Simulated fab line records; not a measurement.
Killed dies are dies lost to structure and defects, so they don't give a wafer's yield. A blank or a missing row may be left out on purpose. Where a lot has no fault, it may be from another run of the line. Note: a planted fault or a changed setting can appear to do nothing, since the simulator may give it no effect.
Matching of chambers | flow gf180mcu | 4 sister chambers for GF_POLY_GATE_ETCH_12 on rie-diel-01
The step etches BARC in N2/H2. 4 wafers are shown with their chamber, then 7 later ones without.

## WAFERS PAIRED WITH THEIR CHAMBERS
wafer  | chamber | drypump-motor-current-A (A)
L264.2 | 0       | 5.6
L264.5 | 3       | 4.7
L265.1 | 1       | 5.0
L265.2 | 2       | 5.9

## WAFERS WHOSE CHAMBER IS MISSING
wafer  | drypump-motor-current-A (A)
L265.6 | 4.7
L266.3 | 5.5
L266.4 | 5.9
L266.5 | 4.7
L267.2 | 5.0
L267.4 | 5.6
L267.6 | 5.0

## WHICH CHAMBER EACH WENT THROUGH
wafer  | from the rows above | in truth
L265.6 | 3                   | 3
L266.3 | 0                   | 0
L266.4 | 2                   | 2
L266.5 | 3                   | 3
L267.2 | 1                   | 1
L267.4 | 0                   | 0
L267.6 | 1                   | 1
Correctly placed: 7 of 7. Number that these rows cannot place: 0. Wrongly placed: 0.
How it was worked out, from the rows above alone: a wafer's distance from a chamber is the root of the sum, over the readings, of the square of ((its reading less the chamber's mean) divided by the reading's scatter). The wafer belongs to the nearest chamber; if the next one is less than 2 further off, it can't be placed. The mean given for a chamber averages the wafers shown for that chamber. The scatter: with one shown wafer a chamber, the root of the mean of the squares of how far each hidden wafer lies from its nearest shown one.
